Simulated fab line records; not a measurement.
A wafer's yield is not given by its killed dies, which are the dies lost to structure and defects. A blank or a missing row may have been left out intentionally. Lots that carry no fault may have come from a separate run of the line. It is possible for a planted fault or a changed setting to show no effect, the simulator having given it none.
Matching of chambers ; flow sky130 ; SKY_VIA3_ETCH_15 on rie-diel-04 has 4 sister chambers
The step etches SiO2 in C4F8/O2/Ar, stops on TiN, target depth 507 nm, time 78 s. 14 wafers are shown with their chamber, then 7 later ones without.

WAFERS, EACH WITH ITS CHAMBER
wafer;chamber;oes-product-au (a.u.)
L177.1;0;0.940
L177.2;1;0.948
L177.5;2;0.946
L181.2;2;0.950
L181.4;0;0.943
L181.5;1;0.947
L184.2;0;0.948
L184.4;1;0.947
L184.5;2;0.944
L190.1;3;0.941
L190.2;1;0.949
L190.4;2;0.940
L195.3;1;0.936
L195.4;2;0.951

SIGNATURES (averages over the wafers above)
reading;chamber 0;chamber 1;chamber 2;chamber 3;scatter within a chamber
oes-product-au;0.94367;0.94540;0.94620;0.94100;0.00476
Rule: distance of a wafer from a chamber = root of the sum over the readings of ((wafer's reading minus chamber's mean) / reading's scatter) squared. If the next closest chamber is less than 2 further off than the closest, the wafer can't be placed; otherwise it belongs to the closest. How the scatter is found: for the shown wafers, subtract from each reading the mean of its chamber, square and add these, divide the total by (wafers less chambers), then take the root.

WAFERS WITH NO CHAMBER GIVEN
wafer;oes-product-au (a.u.)
L195.6;0.946
L198.3;0.942
L198.4;0.945
L198.5;0.951
L200.1;0.948
L200.2;0.940
L200.3;0.939

WHICH CHAMBER EACH ONE RAN IN
wafer;from the rows above;in truth
L195.6;can't be placed: 2 or 1 or 0 or 3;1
L198.3;can't be placed: 3 or 0 or 1 or 2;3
L198.4;can't be placed: 1 or 2 or 0 or 3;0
L198.5;can't be placed: 2 or 1 or 0 or 3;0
L200.1;can't be placed: 2 or 1 or 0 or 3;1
L200.2;can't be placed: 3 or 0 or 1 or 2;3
L200.3;can't be placed: 3 or 0 or 1 or 2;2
Placed correctly: 0 of 7. Unplaceable from these rows: 7, with the true chamber sitting among the candidates in 7. 0 placed wrongly.
